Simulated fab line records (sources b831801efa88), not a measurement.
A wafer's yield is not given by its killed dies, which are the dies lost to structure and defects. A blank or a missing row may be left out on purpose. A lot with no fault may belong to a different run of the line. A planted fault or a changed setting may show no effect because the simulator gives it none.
fab line records	flow sky130
record: lots: 24	wafers: 72	last-day: 50
route steps=708 shown POLY_CUT@317 LI_CONTACT@382 VIA1@470 CAPM@541 METAL3@563 VIA3@586
lots untouched by any fault: they come from a run of this same line in which no faults occurred
start-h: the number of hours between the record's first day and the start of the first shown wafer of the lot	wait-h: time in hours since the lot's previous step	" identical to the entry in the row above	L1.1+2: a row that stands for several wafers	- no value present, or no start provided	* or withheld: withheld	< > ~ a bound
route shown NAME@n: NAME is a module with steps in the file, n the number in the route of the first one	usual: mean/standard deviation of fault-free wafers	same: alike in all rows	chamber/n: place in a boat	sites: per-site readings	_std_site: the standard deviation of these	_edge_site: inner sites' mean taken away from outer sites' mean	radius-mm: how far each site lies from the wafer's centre	mask NAME#n: copy n	behind: the most recent tool/chamber to have shaped the wafer	hold: reason for holding the lot/hours on hold/outcome of the hold	device: whichever transistor did not switch (one of n, p or np)	end of line: tests of these same wafers at the route's end	a step without rows: its recipe alone	killed: not the wafer's yield, but the dies lost to structure and defects at the first sort	map: a wafer's dies, marking killed ones x, the rest . and places with no die _
set.NAME: the setting as run; set.NAME@STEP: as run at that earlier step	model.NAME: the simulator's own value behind a step, which no gauge read
route steps across a sampled set of lots; one table per step, one row per wafer
services: when a tool's chamber went out of use (start-h, in hours from the record's first day, below 0 if earlier), for how many hours, and the reason
== steps ==
step: SKY_POLY_CUT_ETCH_10
recipe: chemistry: N2/H2	target: BARC	ion-energy-ev: 200	source-w: 500	bias-w: 100	pressure-mtorr: 30	n2-flow-sccm: 100	h2-flow-sccm: 200	stop-on: SiO2	time-s: 45.9	target-depth-a: 600
usual: drypump-motor-current-A: 5.6/0.48	oes-product-au: 0.855/0.0047	throttle-valve-pct: 13.225/0.0088
lot.wafer	tool	chamber	start-h	wait-h	drypump-motor-current-A	oes-product-au	rf-hours-counter-h	throttle-valve-pct
L074.1	rie-diel-03	0	560.72	0.0	5.1	0.856	34	13.236
L074.3	"	3	"	"	6.1	0.857	35	13.235
L074.4	"	2	"	"	6.2	0.859	46	13.222
L075.1	rie-diel-03	3	569.09	0.0	6.0	0.839	35	13.231
L075.5	"	0	"	"	5.1	0.856	-	13.219
L075.6	"	3	"	"	6.0	0.852	-	13.229
L076.1	rie-diel-02	1	577.97	0.0	5.8	0.857	10	13.240
L076.3	"	2	"	"	5.1	0.853	80	13.226
L076.5	"	1	"	"	5.8	0.850	-	13.226
L077.1	rie-diel-01	2	592.04	0.0	6.2	0.853	11	13.215
L077.2	"	0	"	"	5.4	0.865	4	13.225
L077.3	"	3	"	"	5.0	0.849	4	13.235
L078.2	rie-diel-02	0	604.62	0.0	5.0	0.856	1	13.233
L078.5	"	1	"	"	5.8	0.859	-	13.226
L078.6	"	2	"	"	5.1	0.857	-	13.221
L079.2	rie-diel-03	0	607.30	0.0	5.1	0.860	35	13.226
L079.4	"	3	"	"	6.1	0.852	36	13.217
L079.6	"	2	"	"	6.2	0.853	-	13.218
L080.2	rie-diel-02	3	609.27	0.0	6.2	0.858	2	13.221
L080.3	"	0	"	"	5.0	0.857	1	13.228
L080.6	"	2	"	"	5.1	0.860	-	13.235
L081.2	rie-diel-01	3	619.82	0.0	5.0	0.851	5	13.226
L081.5	"	3	"	"	5.0	0.858	-	13.223
L081.6	"	2	"	"	6.2	0.851	-	13.240
L082.3	rie-diel-01	2	630.30	0.0	6.2	0.854	12	13.227
L082.5	"	0	"	"	5.4	0.854	-	13.234
L082.6	"	1	"	"	5.3	0.856	-	13.223
L083.2	rie-diel-01	3	638.52	0.0	4.9	0.869	5	13.209
L083.5	"	0	"	"	5.4	0.853	-	13.228
L083.6	"	3	"	"	5.0	0.854	-	13.210
L084.4	rie-diel-03	1	641.30	0.0	6.1	0.861	6	13.216
L084.5	"	2	"	"	6.1	0.859	-	13.217
L084.6	"	1	"	"	6.1	0.855	-	13.215
L085.2	rie-diel-03	0	651.87	0.0	5.1	0.855	35	13.211
L085.3	"	2	"	"	6.2	0.848	48	13.228
L085.6	"	3	"	"	6.1	0.847	-	13.233
L086.1	rie-diel-03	1	657.85	0.0	6.1	0.850	7	13.227
L086.2	"	0	"	"	5.1	0.856	36	13.227
L086.3	"	3	"	"	6.1	0.854	37	13.228
L089.2	rie-diel-01	0	701.62	0.0	5.4	0.854	6	13.220
L089.3	"	1	"	"	5.3	0.861	8	13.220
L089.6	"	0	"	"	5.4	0.860	-	13.226
L087.1	rie-diel-02	0	701.91	0.0	5.0	0.861	3	13.226
L087.3	"	1	"	"	5.8	0.852	14	13.231
L087.6	"	2	"	"	5.2	0.858	-	13.227
L088.1	rie-diel-03	2	702.07	0.0	6.2	0.848	50	13.231
L088.2	"	1	"	"	6.1	0.855	8	13.214
L088.4	"	0	"	"	5.1	0.851	37	13.211
L090.1	rie-diel-01	1	702.19	0.0	5.3	0.857	8	13.206
L090.5	"	3	"	"	4.9	0.851	-	13.220
L090.6	"	2	"	"	6.2	0.852	-	13.216
L091.1	rie-diel-02	2	702.42	0.0	5.1	0.854	2	13.224
L091.2	"	0	"	"	5.0	0.852	3	13.223
L091.4	"	1	"	"	5.8	0.861	14	13.221
L092.3	rie-diel-03	1	707.57	0.0	6.1	0.852	8	13.225
L092.4	"	0	"	"	5.1	0.854	37	13.218
L092.5	"	2	"	"	6.2	0.852	-	13.229
L093.1	rie-diel-01	0	711.60	0.0	5.5	0.853	6	13.230
L093.5	"	3	"	"	4.9	0.855	-	13.221
L093.6	"	0	"	"	5.4	0.853	-	13.215
L094.3	rie-diel-01	0	718.37	0.0	5.4	0.855	6	13.227
L094.5	"	0	"	"	5.4	0.858	-	13.212
L094.6	"	1	"	"	5.3	0.850	-	13.225
L095.2	rie-diel-03	2	727.57	0.0	6.2	0.853	50	13.228
L095.4	"	0	"	"	5.1	0.858	38	13.223
L095.5	"	1	"	"	6.1	0.855	-	13.230
L096.4	rie-diel-03	1	738.82	0.0	6.1	0.862	9	13.226
L096.5	"	3	"	"	6.1	0.852	-	13.219
L096.6	"	2	"	"	6.2	0.857	-	13.230
L097.1	rie-diel-03	3	748.90	0.0	6.1	0.848	40	13.235
L097.5	"	1	"	"	6.1	0.853	-	13.240
L097.6	"	0	"	"	5.1	0.844	-	13.229
step: SKY_LI_CONTACT_SPUTTER_20
recipe: material: TiN	target-thk-nm: 20	chamber-pressure-pa: 5	power-w: 4000	time-s: 80
usual: cathode-dc-power-W: 4000.1/0.72	throttle-valve-pct: 29.9/0.78
lot.wafer	tool	chamber	start-h	wait-h	cathode-dc-power-W	throttle-valve-pct
L074.1	pvd-sputter-01	-	677.02	0.0	4000.5	28.8
L074.3	"	-	"	"	4000.4	30.1
L074.4	"	-	"	"	4001.0	28.5
L075.1	pvd-sputter-02	-	686.56	0.0	3999.2	29.4
L075.5	"	-	"	"	4000.7	29.2
L075.6	"	-	"	"	3999.6	30.8
L076.1	pvd-sputter-01	-	695.15	0.0	3998.9	28.5
L076.3	"	-	"	"	3999.6	28.7
L076.5	"	-	"	"	4000.4	30.1
L077.1	pvd-sputter-01	-	707.91	0.0	3999.7	30.6
L077.2	"	-	"	"	4000.2	28.9
L077.3	"	-	"	"	4000.9	28.9
L078.2	pvd-sputter-02	-	717.50	0.0	3999.9	30.6
L078.5	"	-	"	"	4000.6	30.7
L078.6	"	-	"	"	4000.2	30.9
L079.2	pvd-sputter-04	-	722.48	0.0	4001.3	28.8
L079.4	"	-	"	"	3999.7	30.0
L079.6	"	-	"	"	3999.5	29.3
L080.2	pvd-sputter-02	-	723.90	0.0	4000.9	29.3
L080.3	"	-	"	"	3999.2	30.7
L080.6	"	-	"	"	4001.0	30.6
L081.2	pvd-sputter-01	-	733.57	0.0	4000.2	30.9
L081.5	"	-	"	"	3999.8	30.5
L081.6	"	-	"	"	4000.4	28.9
L082.3	pvd-sputter-04	-	744.02	0.0	4000.2	30.3
L082.5	"	-	"	"	4000.0	29.5
L082.6	"	-	"	"	3999.9	30.2
L083.2	pvd-sputter-01	-	751.24	0.0	4000.1	30.1
L083.5	"	-	"	"	4000.1	29.9
L083.6	"	-	"	"	4000.7	28.7
L084.4	pvd-sputter-02	-	757.75	0.0	4000.4	30.8
L084.5	"	-	"	"	4000.0	30.0
L084.6	"	-	"	"	4000.4	29.6
L085.2	pvd-sputter-02	-	763.81	0.0	4000.5	29.2
L085.3	"	-	"	"	3999.1	30.8
L085.6	"	-	"	"	3999.8	30.7
L086.1	pvd-sputter-01	-	768.61	0.0	3998.4	30.0
L086.2	"	-	"	"	3999.6	30.5
L086.3	"	-	"	"	3999.2	28.9
L089.2	pvd-sputter-04	-	812.25	0.0	4000.0	30.3
L089.3	"	-	"	"	4001.0	29.5
L089.6	"	-	"	"	4000.8	29.1
L087.1	pvd-sputter-01	-	812.57	0.0	4000.1	30.7
L087.3	"	-	"	"	4000.2	30.1
L087.6	"	-	"	"	4000.1	28.7
L088.1	pvd-sputter-04	-	812.93	0.0	4000.2	30.3
L088.2	"	-	"	"	4001.6	29.2
L088.4	"	-	"	"	3998.8	29.2
L090.1	pvd-sputter-02	-	813.27	0.0	4000.1	30.7
L090.5	"	-	"	"	3999.9	30.2
L090.6	"	-	"	"	4000.7	30.8
L091.1	pvd-sputter-02	-	814.31	0.0	4000.5	30.3
L091.2	"	-	"	"	3999.7	30.6
L091.4	"	-	"	"	4000.0	31.0
L092.3	pvd-sputter-02	-	817.87	0.0	4000.4	30.8
L092.4	"	-	"	"	3999.9	29.4
L092.5	"	-	"	"	3998.7	30.5
L093.1	pvd-sputter-02	-	822.36	0.0	4000.3	30.7
L093.5	"	-	"	"	3999.9	30.3
L093.6	"	-	"	"	3999.9	31.0
L094.3	pvd-sputter-01	-	829.20	0.0	4001.0	30.4
L094.5	"	-	"	"	3999.7	28.6
L094.6	"	-	"	"	4000.0	28.6
L095.2	pvd-sputter-02	-	839.26	0.0	4001.3	30.3
L095.4	"	-	"	"	4000.8	30.3
L095.5	"	-	"	"	4000.6	30.6
L096.4	pvd-sputter-04	-	848.55	0.0	4000.2	29.4
L096.5	"	-	"	"	4000.0	29.4
L096.6	"	-	"	"	3999.4	29.0
L097.1	pvd-sputter-04	-	858.97	0.0	4000.0	29.3
L097.5	"	-	"	"	4001.0	30.3
L097.6	"	-	"	"	4001.1	29.1
step: SKY_VIA1_CD_MEAS_12
recipe: target-cd-nm: 150
usual: cd-nm: 150.2/1.7
lot.wafer	tool	chamber	start-h	wait-h	cd-nm
L074.1	cd-sem-02	-	800.76	-	152.2
L074.3	"	-	"	"	151.9
L074.4	"	-	"	"	152.4
L075.1	cd-sem-01	-	802.31	-	152.3
L075.5	"	-	"	"	151.6
L075.6	"	-	"	"	150.3
L076.1	cd-sem-02	-	808.51	-	150.0
L076.3	"	-	"	"	149.7
L076.5	"	-	"	"	150.9
L077.1	cd-sem-02	-	819.44	-	152.0
L077.2	"	-	"	"	152.4
L077.3	"	-	"	"	151.9
L078.2	cd-sem-02	-	831.71	-	148.1
L078.5	"	-	"	"	147.5
L078.6	"	-	"	"	147.3
L079.2	cd-sem-01	-	835.41	-	149.9
L079.4	"	-	"	"	147.8
L079.6	"	-	"	"	149.7
L080.2	cd-sem-02	-	835.76	-	148.6
L080.3	"	-	"	"	148.8
L080.6	"	-	"	"	150.2
L081.2	cd-sem-02	-	845.76	-	150.4
L081.5	"	-	"	"	149.3
L081.6	"	-	"	"	150.0
L082.3	cd-sem-02	-	856.28	-	151.6
L082.5	"	-	"	"	150.8
L082.6	"	-	"	"	150.8
L083.2	cd-sem-02	-	862.44	-	147.9
L083.5	"	-	"	"	148.5
L083.6	"	-	"	"	148.9
L084.4	cd-sem-02	-	869.08	-	152.0
L084.5	"	-	"	"	150.2
L084.6	"	-	"	"	152.0
L085.2	cd-sem-01	-	873.63	-	149.7
L085.3	"	-	"	"	150.3
L085.6	"	-	"	"	148.8
L086.1	cd-sem-01	-	880.24	-	150.9
L086.2	"	-	"	"	152.0
L086.3	"	-	"	"	150.2
L089.2	cd-sem-01	-	920.64	-	148.0
L089.3	"	-	"	"	149.1
L089.6	"	-	"	"	147.3
L087.1	cd-sem-01	-	922.55	-	150.8
L087.3	"	-	"	"	150.4
L087.6	"	-	"	"	148.7
L088.1	cd-sem-01	-	922.90	-	151.4
L088.2	"	-	"	"	151.4
L088.4	"	-	"	"	151.7
L090.1	cd-sem-02	-	923.01	-	151.0
L090.5	"	-	"	"	151.7
L090.6	"	-	"	"	149.7
L091.1	cd-sem-01	-	923.59	-	149.7
L091.2	"	-	"	"	149.1
L091.4	"	-	"	"	148.4
L092.3	cd-sem-01	-	926.30	-	150.9
L092.4	"	-	"	"	150.2
L092.5	"	-	"	"	150.6
L093.1	cd-sem-02	-	930.65	-	148.8
L093.5	"	-	"	"	148.0
L093.6	"	-	"	"	149.0
L094.3	cd-sem-01	-	934.89	-	145.8
L094.5	"	-	"	"	145.6
L094.6	"	-	"	"	146.3
L095.2	cd-sem-02	-	950.27	-	153.2
L095.4	"	-	"	"	151.2
L095.5	"	-	"	"	152.6
L096.4	cd-sem-02	-	956.36	-	150.5
L096.5	"	-	"	"	151.3
L096.6	"	-	"	"	151.0
L097.1	cd-sem-02	-	965.32	-	151.1
L097.5	"	-	"	"	150.3
L097.6	"	-	"	"	150.0
step: SKY_CAPM_THK_MEAS_04
recipe: thk-meas-gauge: xrf	reads: TiN_of_CAPM_SPUTTER_02
usual: CAPM_TIN_THK: 198.7/2.8
lot.wafer	tool	chamber	start-h	wait-h	CAPM_TIN_THK[nm]
L074.1	film-metro-01	-	858.89	0.1	193.9
L074.3	"	-	"	"	197.1
L074.4	"	-	"	"	193.4
L075.1	film-metro-04	-	860.50	0.1	203.4
L075.5	"	-	"	"	203.2
L075.6	"	-	"	"	204.0
L076.1	film-metro-04	-	865.96	0.1	201.6
L076.3	"	-	"	"	197.0
L076.5	"	-	"	"	202.8
L077.1	film-metro-01	-	876.85	0.1	194.0
L077.2	"	-	"	"	194.9
L077.3	"	-	"	"	197.7
L078.2	film-metro-01	-	887.81	0.1	199.2
L078.5	"	-	"	"	197.2
L078.6	"	-	"	"	193.7
L079.2	film-metro-01	-	893.17	0.1	197.5
L079.4	"	-	"	"	200.0
L079.6	"	-	"	"	198.9
L080.2	film-metro-03	-	893.45	0.1	201.9
L080.3	"	-	"	"	193.2
L080.6	"	-	"	"	194.6
L081.2	film-metro-01	-	902.97	0.1	198.0
L081.5	"	-	"	"	196.7
L081.6	"	-	"	"	199.0
L082.3	film-metro-04	-	911.56	0.1	204.1
L082.5	"	-	"	"	202.4
L082.6	"	-	"	"	199.3
L083.2	film-metro-03	-	919.49	0.1	199.1
L083.5	"	-	"	"	198.8
L083.6	"	-	"	"	195.4
L084.4	film-metro-01	-	925.23	0.1	196.3
L084.5	"	-	"	"	199.1
L084.6	"	-	"	"	195.9
L085.2	film-metro-04	-	930.56	0.1	198.0
L085.3	"	-	"	"	194.6
L085.6	"	-	"	"	199.9
L086.1	film-metro-01	-	936.20	0.1	199.7
L086.2	"	-	"	"	201.2
L086.3	"	-	"	"	201.9
L089.2	film-metro-04	-	975.07	0.1	195.9
L089.3	"	-	"	"	200.7
L089.6	"	-	"	"	194.3
L087.1	film-metro-03	-	978.16	0.1	198.2
L087.3	"	-	"	"	199.4
L087.6	"	-	"	"	198.7
L088.1	film-metro-04	-	978.46	0.1	200.3
L088.2	"	-	"	"	196.4
L088.4	"	-	"	"	201.3
L090.1	film-metro-04	-	978.76	0.1	192.9
L090.5	"	-	"	"	200.0
L090.6	"	-	"	"	201.7
L091.1	film-metro-04	-	979.96	0.1	198.2
L091.2	"	-	"	"	196.8
L091.4	"	-	"	"	201.1
L092.3	film-metro-04	-	981.33	0.1	200.0
L092.4	"	-	"	"	199.9
L092.5	"	-	"	"	194.6
L093.1	film-metro-01	-	984.19	0.1	199.6
L093.5	"	-	"	"	198.4
L093.6	"	-	"	"	201.6
L094.3	film-metro-03	-	988.52	0.1	201.6
L094.5	"	-	"	"	197.0
L094.6	"	-	"	"	199.9
L095.2	film-metro-01	-	1004.83	0.1	196.4
L095.4	"	-	"	"	199.1
L095.5	"	-	"	"	200.4
L096.4	film-metro-01	-	1010.18	0.1	199.0
L096.5	"	-	"	"	193.7
L096.6	"	-	"	"	197.9
L097.1	film-metro-01	-	1017.86	0.1	201.9
L097.5	"	-	"	"	200.8
L097.6	"	-	"	"	199.0
step: SKY_METAL3_CD_MEAS_13
recipe: target-cd-nm: 300
usual: cd-nm: 299.8/1.7
lot.wafer	tool	chamber	start-h	wait-h	cd-nm
L074.1	cd-sem-02	-	910.31	-	300.2
L074.3	"	-	"	"	300.1
L074.4	"	-	"	"	299.7
L075.1	cd-sem-02	-	911.75	-	301.2
L075.5	"	-	"	"	301.4
L075.6	"	-	"	"	300.3
L076.1	cd-sem-01	-	917.81	-	300.9
L076.3	"	-	"	"	301.1
L076.5	"	-	"	"	302.4
L077.1	cd-sem-02	-	928.45	-	299.4
L077.2	"	-	"	"	299.1
L077.3	"	-	"	"	299.1
L078.2	cd-sem-02	-	938.22	-	297.3
L078.5	"	-	"	"	298.1
L078.6	"	-	"	"	298.7
L079.2	cd-sem-02	-	942.79	-	298.7
L079.4	"	-	"	"	299.0
L079.6	"	-	"	"	298.2
L080.2	cd-sem-01	-	943.79	-	302.5
L080.3	"	-	"	"	300.1
L080.6	"	-	"	"	301.4
L081.2	cd-sem-01	-	953.57	-	302.8
L081.5	"	-	"	"	302.5
L081.6	"	-	"	"	302.1
L082.3	cd-sem-01	-	959.90	-	300.6
L082.5	"	-	"	"	301.9
L082.6	"	-	"	"	301.5
L083.2	cd-sem-01	-	969.69	-	300.7
L083.5	"	-	"	"	298.9
L083.6	"	-	"	"	300.7
L084.4	cd-sem-02	-	974.88	-	300.6
L084.5	"	-	"	"	300.4
L084.6	"	-	"	"	300.2
L085.2	cd-sem-02	-	979.69	-	300.8
L085.3	"	-	"	"	301.4
L085.6	"	-	"	"	301.4
L086.1	cd-sem-01	-	985.55	-	298.1
L086.2	"	-	"	"	297.8
L086.3	"	-	"	"	297.9
L089.2	cd-sem-02	-	1022.94	-	303.0
L089.3	"	-	"	"	302.3
L089.6	"	-	"	"	301.4
L087.1	cd-sem-01	-	1026.21	-	296.1
L087.3	"	-	"	"	298.2
L087.6	"	-	"	"	296.0
L088.1	cd-sem-01	-	1026.56	-	298.7
L088.2	"	-	"	"	297.8
L088.4	"	-	"	"	299.1
L090.1	cd-sem-02	-	1026.60	-	299.0
L090.5	"	-	"	"	298.2
L090.6	"	-	"	"	297.9
L091.1	cd-sem-02	-	1027.62	-	298.9
L091.2	"	-	"	"	299.8
L091.4	"	-	"	"	300.8
L092.3	cd-sem-02	-	1029.31	-	300.4
L092.4	"	-	"	"	299.5
L092.5	"	-	"	"	299.1
L093.1	cd-sem-02	-	1030.91	-	296.9
L093.5	"	-	"	"	296.6
L093.6	"	-	"	"	296.8
L094.3	cd-sem-02	-	1034.86	-	299.3
L094.5	"	-	"	"	299.2
L094.6	"	-	"	"	299.1
L095.2	cd-sem-01	-	1052.43	-	301.2
L095.4	"	-	"	"	300.8
L095.5	"	-	"	"	301.5
L096.4	cd-sem-01	-	1055.67	-	298.0
L096.5	"	-	"	"	298.3
L096.6	"	-	"	"	296.9
L097.1	cd-sem-02	-	1062.75	-	298.5
L097.5	"	-	"	"	298.9
L097.6	"	-	"	"	297.4
step: SKY_VIA3_OVL_MEAS_13
usual: VIA3_OVL: -2/5.5
lot.wafer	tool	chamber	start-h	wait-h	VIA3_OVL[nm]
L074.1	overlay-02	-	936.13	0.1	-1
L074.3	"	-	"	"	9
L074.4	"	-	"	"	-1
L075.1	overlay-01	-	937.98	0.1	-4
L075.5	"	-	"	"	-4
L075.6	"	-	"	"	-2
L076.1	overlay-02	-	943.43	0.1	14
L076.3	"	-	"	"	1
L076.5	"	-	"	"	4
L077.1	overlay-01	-	954.43	0.1	3
L077.2	"	-	"	"	1
L077.3	"	-	"	"	0
L078.2	overlay-01	-	964.54	0.1	-8
L078.5	"	-	"	"	7
L078.6	"	-	"	"	-7
L079.2	overlay-01	-	969.14	0.1	-3
L079.4	"	-	"	"	-1
L079.6	"	-	"	"	-2
L080.2	overlay-02	-	969.87	0.1	-5
L080.3	"	-	"	"	0
L080.6	"	-	"	"	-7
L081.2	overlay-01	-	980.34	0.1	5
L081.5	"	-	"	"	6
L081.6	"	-	"	"	8
L082.3	overlay-01	-	986.03	0.1	-4
L082.5	"	-	"	"	-10
L082.6	"	-	"	"	-4
L083.2	overlay-02	-	995.79	0.1	-5
L083.5	"	-	"	"	-9
L083.6	"	-	"	"	-10
L084.4	overlay-02	-	1000.93	0.1	-5
L084.5	"	-	"	"	0
L084.6	"	-	"	"	0
L085.2	overlay-02	-	1005.29	0.1	2
L085.3	"	-	"	"	-8
L085.6	"	-	"	"	-5
L086.1	overlay-02	-	1011.33	0.1	2
L086.2	"	-	"	"	0
L086.3	"	-	"	"	5
L089.2	overlay-02	-	1047.57	0.1	-6
L089.3	"	-	"	"	2
L089.6	"	-	"	"	-1
L087.1	overlay-01	-	1050.58	0.1	2
L087.3	"	-	"	"	-2
L087.6	"	-	"	"	-5
L088.1	overlay-01	-	1051.12	0.1	-14
L088.2	"	-	"	"	-5
L088.4	"	-	"	"	-10
L090.1	overlay-01	-	1051.47	0.1	-2
L090.5	"	-	"	"	9
L090.6	"	-	"	"	-1
L091.1	overlay-01	-	1052.68	0.1	-8
L091.2	"	-	"	"	0
L091.4	"	-	"	"	3
L092.3	overlay-02	-	1053.43	0.1	-2
L092.4	"	-	"	"	0
L092.5	"	-	"	"	-9
L093.1	overlay-01	-	1054.87	0.1	-3
L093.5	"	-	"	"	-10
L093.6	"	-	"	"	7
L094.3	overlay-02	-	1058.69	0.1	-1
L094.5	"	-	"	"	8
L094.6	"	-	"	"	-3
L095.2	overlay-02	-	1076.24	0.1	-13
L095.4	"	-	"	"	-10
L095.5	"	-	"	"	-4
L096.4	overlay-02	-	1079.23	0.1	4
L096.5	"	-	"	"	-1
L096.6	"	-	"	"	1
L097.1	overlay-02	-	1086.38	0.1	-1
L097.5	"	-	"	"	-2
L097.6	"	-	"	"	-5
== services ==
tool	chamber	start-h	hours	kind
pvd-sputter-04	-	546.23	1.2	repair
rie-diel-02	1	565.91	5.6	repair
pvd-sputter-01	2	581.52	-	consumable-replace:kit
rie-diel-01	1	585.24	5.4	repair
pvd-sputter-02	-	610.41	3.7	repair
pvd-sputter-01	-	663.55	0.8	repair
pvd-sputter-01	-	718.03	0.7	repair
pvd-sputter-01	-	721.14	5.0	repair
rie-diel-01	3	721.78	2.0	repair
rie-diel-03	2	740.18	-	clean
rie-diel-03	2	740.18	21.0	scheduled-down
rie-diel-03	2	740.18	21.0	vent-cycle
rie-diel-02	-	740.64	1.9	repair
rie-diel-03	3	793.45	-	clean
rie-diel-03	3	793.45	20.0	scheduled-down
rie-diel-03	3	793.45	20.0	vent-cycle
rie-diel-01	0	803.69	9.1	repair
rie-diel-02	2	807.58	5.8	repair
rie-diel-03	0	813.44	-	clean
rie-diel-03	0	813.44	19.0	scheduled-down
rie-diel-03	0	813.44	19.0	vent-cycle
rie-diel-01	-	824.05	2.8	pm
rie-diel-03	0	835.04	3.9	repair
rie-diel-02	3	838.46	15.9	repair
== key ==
fault none
